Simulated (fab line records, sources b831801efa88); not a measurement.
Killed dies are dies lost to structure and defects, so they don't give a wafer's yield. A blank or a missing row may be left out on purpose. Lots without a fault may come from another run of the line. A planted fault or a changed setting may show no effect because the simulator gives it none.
Chamber matching | flow sky130 | SKY_LI_CONTACT_ETCH_14 on rie_diel-01: 4 sister chambers
The step etches BARC in N2/H2, stops on SiO2, time 45.9 s, target depth 60 nm. 16 wafers are shown with their chamber, then 8 later ones without.

WAFERS WITH THEIR CHAMBER
wafer  | chamber | throttle_valve_pct (%) | oes_product_au (a.u.) | h2_flow_sccm (sccm)
L074.3 | 2       | 13.200                 | 0.854                 | 200.6
L074.4 | 1       | 13.223                 | 0.855                 | 199.9
L074.5 | 0       | 13.234                 | 0.857                 | 200.2
L078.1 | 0       | 13.222                 | 0.849                 | 199.2
L078.5 | 3       | 13.227                 | 0.850                 | 199.4
L078.6 | 0       | 13.220                 | 0.856                 | 200.4
L080.1 | 2       | 13.232                 | 0.848                 | 200.3
L080.3 | 3       | 13.230                 | 0.856                 | 201.0
L080.6 | 3       | 13.235                 | 0.864                 | 199.7
L087.1 | 3       | 13.233                 | 0.854                 | 199.0
L087.4 | 2       | 13.224                 | 0.851                 | 200.0
L087.6 | 3       | 13.230                 | 0.852                 | 198.6
L086.3 | 2       | 13.215                 | 0.850                 | 199.5
L086.4 | 3       | 13.238                 | 0.855                 | 200.7
L086.6 | 2       | 13.212                 | 0.852                 | 200.3
L091.2 | 2       | 13.219                 | 0.853                 | 199.7

SIGNATURES (means of the wafers above)
reading            | chamber 0 | chamber 1 | chamber 2 | chamber 3 | scatter within a chamber
throttle_valve_pct | 13.22533  | 13.22300  | 13.21700  | 13.23217  | 0.00811
oes_product_au     | 0.85400   | 0.85500   | 0.85133   | 0.85517   | 0.00385
h2_flow_sccm       | 199.933   | 199.900   | 200.067   | 199.733   | 0.716
Rule: a wafer's distance from a chamber is the root of the sum, over the readings, of the square of ((its reading less the chamber's mean) divided by the reading's scatter). The wafer belongs to the nearest chamber; if the next one is less than 2 further off, it can't be placed. The scatter: the root of (the sum of the squares of (reading less its chamber's mean) over the shown wafers, divided by (wafers less chambers)).

WAFERS WITHOUT THEIR CHAMBER
wafer  | throttle_valve_pct (%) | oes_product_au (a.u.) | h2_flow_sccm (sccm)
L091.3 | 13.239                 | 0.848                 | 199.9
L091.5 | 13.221                 | 0.858                 | 199.3
L092.1 | 13.207                 | 0.859                 | 200.5
L092.5 | 13.226                 | 0.855                 | 201.3
L092.6 | 13.232                 | 0.856                 | 199.7
L094.2 | 13.229                 | 0.853                 | 199.7
L094.4 | 13.220                 | 0.854                 | 199.5
L094.5 | 13.215                 | 0.852                 | 200.4

WHICH CHAMBER EACH WENT THROUGH
wafer  | from the rows above               | in truth
L091.3 | can't be placed: 3 or 0 or 1 or 2 | 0
L091.5 | can't be placed: 1 or 0 or 3 or 2 | 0
L092.1 | can't be placed: 1 or 2 or 0 or 3 | 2
L092.5 | can't be placed: 0 or 1 or 2 or 3 | 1
L092.6 | can't be placed: 3 or 0 or 1      | 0
L094.2 | can't be placed: 0 or 3 or 1 or 2 | 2
L094.4 | can't be placed: 1 or 0 or 2 or 3 | 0
L094.5 | can't be placed: 2 or 1 or 0 or 3 | 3
Placed correctly: 0 of 8. Can't be placed from these rows: 8 (the true chamber is among the candidates in 8). Placed wrongly: 0.
